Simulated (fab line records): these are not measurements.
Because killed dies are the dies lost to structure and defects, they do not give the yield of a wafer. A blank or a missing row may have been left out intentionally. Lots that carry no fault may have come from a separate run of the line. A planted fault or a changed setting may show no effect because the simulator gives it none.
Matching of chambers || flow gf180mcu || pecvd-03 running GF_V5_CVD_02: 3 sister chambers
The step deposits SiO2 from TEOS, target thk 1450 nm, time 163.28 s. 20 wafers are shown with their chamber, then 10 later ones without.

WAFERS PAIRED WITH THEIR CHAMBERS
{"wafer": "L074.4", "chamber": 0, "heater_power_w (W)": 619}
{"wafer": "L074.5", "chamber": 2, "heater_power_w (W)": 621}
{"wafer": "L074.6", "chamber": 1, "heater_power_w (W)": 553}
{"wafer": "L079.2", "chamber": 2, "heater_power_w (W)": 571}
{"wafer": "L079.4", "chamber": 2, "heater_power_w (W)": 617}
{"wafer": "L079.6", "chamber": 1, "heater_power_w (W)": 538}
{"wafer": "L085.3", "chamber": 1, "heater_power_w (W)": 449}
{"wafer": "L085.5", "chamber": 0, "heater_power_w (W)": 491}
{"wafer": "L085.6", "chamber": 2, "heater_power_w (W)": 486}
{"wafer": "L088.1", "chamber": 2, "heater_power_w (W)": 603}
{"wafer": "L088.2", "chamber": 1, "heater_power_w (W)": 530}
{"wafer": "L088.3", "chamber": 0, "heater_power_w (W)": 539}
{"wafer": "L088.4", "chamber": 0, "heater_power_w (W)": 623}
{"wafer": "L088.5", "chamber": 1, "heater_power_w (W)": 441}
{"wafer": "L088.6", "chamber": 2, "heater_power_w (W)": 514}
{"wafer": "L089.2", "chamber": 0, "heater_power_w (W)": 642}
{"wafer": "L089.3", "chamber": 2, "heater_power_w (W)": 527}
{"wafer": "L089.4", "chamber": 0, "heater_power_w (W)": 506}
{"wafer": "L090.2", "chamber": 1, "heater_power_w (W)": 548}
{"wafer": "L090.5", "chamber": 0, "heater_power_w (W)": 486}

SIGNATURES (averages over the wafers above)
{"reading": "heater_power_w", "chamber 0": 558.00, "chamber 1": 509.83, "chamber 2": 562.71, "scatter within a chamber": 58.5}
Rule: distance of a wafer from a chamber = root of the sum over the readings of ((wafer's reading minus chamber's mean) / reading's scatter) squared. The wafer belongs to the nearest chamber; if the next one is less than 2 further off, it can't be placed. The scatter: the root of (the sum of the squares of (reading less its chamber's mean) over the shown wafers, divided by (wafers less chambers)).

WAFERS WHOSE CHAMBER IS MISSING
{"wafer": "L090.6", "heater_power_w (W)": 434}
{"wafer": "L092.4", "heater_power_w (W)": 507}
{"wafer": "L092.5", "heater_power_w (W)": 510}
{"wafer": "L092.6", "heater_power_w (W)": 517}
{"wafer": "L096.1", "heater_power_w (W)": 498}
{"wafer": "L096.2", "heater_power_w (W)": 602}
{"wafer": "L096.3", "heater_power_w (W)": 607}
{"wafer": "L096.4", "heater_power_w (W)": 501}
{"wafer": "L096.5", "heater_power_w (W)": 496}
{"wafer": "L096.6", "heater_power_w (W)": 540}

EACH ONE'S CHAMBER
{"wafer": "L090.6", "from the rows above": "can't be placed: 1 or 0 or 2", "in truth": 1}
{"wafer": "L092.4", "from the rows above": "can't be placed: 1 or 0 or 2", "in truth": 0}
{"wafer": "L092.5", "from the rows above": "can't be placed: 1 or 0 or 2", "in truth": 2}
{"wafer": "L092.6", "from the rows above": "can't be placed: 1 or 0 or 2", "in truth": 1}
{"wafer": "L096.1", "from the rows above": "can't be placed: 1 or 0 or 2", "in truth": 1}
{"wafer": "L096.2", "from the rows above": "can't be placed: 2 or 0 or 1", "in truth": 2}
{"wafer": "L096.3", "from the rows above": "can't be placed: 2 or 0 or 1", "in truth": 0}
{"wafer": "L096.4", "from the rows above": "can't be placed: 1 or 0 or 2", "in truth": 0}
{"wafer": "L096.5", "from the rows above": "can't be placed: 1 or 0 or 2", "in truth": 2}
{"wafer": "L096.6", "from the rows above": "can't be placed: 0 or 2 or 1", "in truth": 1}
Placed correctly: 0 of 10. These rows do not allow placing 10 (true chamber among the candidates in 10). Number placed wrongly: 0.
